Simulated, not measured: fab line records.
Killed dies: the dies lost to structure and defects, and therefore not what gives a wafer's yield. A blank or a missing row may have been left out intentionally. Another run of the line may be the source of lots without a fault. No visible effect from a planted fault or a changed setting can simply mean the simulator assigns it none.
A lot that was struck, set against a sound lot -- flow sky130 -- 23 out of 708 route steps
Sound: the wafers L887.2, L887.4, L887.5. Wafers L882.1, L882.5, L882.6 were the ones struck. The cause comes at the end.
For every step that has rows: the tool of each side, followed by ch and its chambers, followed by its first start. Under that, the readings that differ: sound wafers -- struck wafers -- difference of the means -- sigmas: that difference in standard deviations of wafers without a fault.
alike: readings with means less than 2 such deviations apart, plus words and numbers identical on both sides. not compared: withheld readings, readings lacking a value on some wafer, bounds such as >300 that could conceal the same value, and numbers that have no deviation in the record and whose values overlap.
Wherever a step has rows on one side only, a row that says differs or no value, or a row with sigmas, the two part there. Numbers that don't overlap but have no deviation are shown without sigmas and don't part them. Lack of a reading on every wafer of one side parts them only where that side has two or more wafers.

first, 9 steps without rows for these wafers: SKY_METAL2_DEVELOP_14 (develop time 60 s); SKY_METAL2_DESCUM_17 (chemistry O2, time 8 s); SKY_METAL2_ETCH_18 (etches BARC in N2/H2, stops on SiO2, time 45.9 s, target depth 60 nm); SKY_METAL2_METAL_ETCH_19 (etches the open film in Cl2/BCl3, stops on SiO2, target depth 360 nm, time 78 s); SKY_METAL2_STRIP_20 (strips in O2/N2); SKY_METAL2_STRIP_21 (strips in post etch residue remover, time 1200 s); SKY_METAL2_CLEAN_22 (cleans in IPA, time 180 s); SKY_METAL2_CLEAN_23 (cleans in O3/DIW); SKY_VIA2_HDPCVD_00 (deposits SiO2, target thk 1180 nm, time 196.7 s).
SKY_VIA2_CMP_02: polishes SiO2.
  sound on cmp-01 ch 2,3, day 41 19:14; struck on cmp-02 ch 2,3, day 39 07:30
reading,sound,struck,difference,sigmas
motorCurrentA (A),10.7 11.4 11.2,14.9 12.4 14.3,+2.8,+3
platenRpm (rpm),60.04 59.96 60.02,53.99 53.98 53.98,-6.02,-99 or more
then, 7 steps without rows for these wafers: SKY_VIA2_DEHYDRATE_04 (time 60 s); SKY_VIA2_HMDS_05 (prime time 60 s); SKY_VIA2_COAT_06 (resist thk 60 nm); SKY_VIA2_COAT_07 (resist thk 450 nm); SKY_VIA2_SOFTBAKE_08 (time 90 s); SKY_VIA2_EXPOSE_09 (exposes mask VIM2, target cd 200 nm); SKY_VIA2_PEB_10.
SKY_VIA2_DEVELOP_11: develop time 60 s.
  sound on lithoTrack-01 ch 0; struck on lithoTrack-04 ch 0
reading,sound,struck,difference,sigmas
model.VIA2.cdNm (nm),200.8 199.7 198.6,205.4 205.5 205.6,+5.8,
SKY_VIA2_CD_MEAS_12 targets a cd of 200 nm.
  sound on cdSem-02, day 42 18:59; struck on cdSem-01, day 40 07:41
reading,sound,struck,difference,sigmas
cdNm (nm),200.8 199.6 198.8,205.2 205.6 205.6,+5.7,+4
then, 1 step without rows for these wafers: SKY_VIA2_ETCH_14 (etches BARC in N2/H2, stops on SiO2, time 45.9 s, target depth 60 nm).
SKY_VIA2_ETCH_15: etches SiO2 in C4F8/O2/Ar, stops on TiN, target depth 546 nm, time 84 s.
  sound on rieDiel-03 ch 1,2,3, day 42 19:10; struck on rieDiel-04 ch 0,1,2, day 40 07:53
reading,sound,struck,difference,sigmas
model.VIA2.cdNm (nm),201.1 202.6 195.8,206 211.2 210.4,+9,
  alike: oesProductAu
  not compared: rfHoursCounterH
then, 1 step without rows for these wafers: SKY_VIA2_STRIP_16 (strips in O2/N2).
-- the record jumps here: 8 days lie between the struck wafers' starts before and after (it left off in module VIA2 and takes up again in module PAD_OPEN, whose first step shown is number 708 of the route) --
SKY_PAD_OPEN_PROBE_99:
  sound on prober-02, day 50 14:35; struck on prober-02, day 48 18:04
reading,sound,struck,difference,sigmas
model.etest.via2Chain.rcOhm,10.24 9.679 10.2,9.542 8.86 9.079,-0.879,
  alike: defectLimitedYield, killed_at_M0_to_M3, killed_at_M4_up, killedAtContacts, killedAtFrontEnd, killedAtOther, killedDies, killedOpen, killedShort, sort_bin_3_pad_short, sort_bin_5_function, sort_bin_6_memory, sortNPass, sortYieldPct

WHERE THEY PART
Last at SKY_VIA2_CD_MEAS_12 as far as this record goes, first at SKY_VIA2_CMP_02. Later steps at which nothing parts them and some readings are alike: SKY_VIA2_ETCH_15, SKY_PAD_OPEN_PROBE_99.

WHY: what had been put in by the simulator
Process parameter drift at SKY_VIA2_CMP_02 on cmp-02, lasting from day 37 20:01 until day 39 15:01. A move of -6 in setting platenRpm, from 60. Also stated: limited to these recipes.
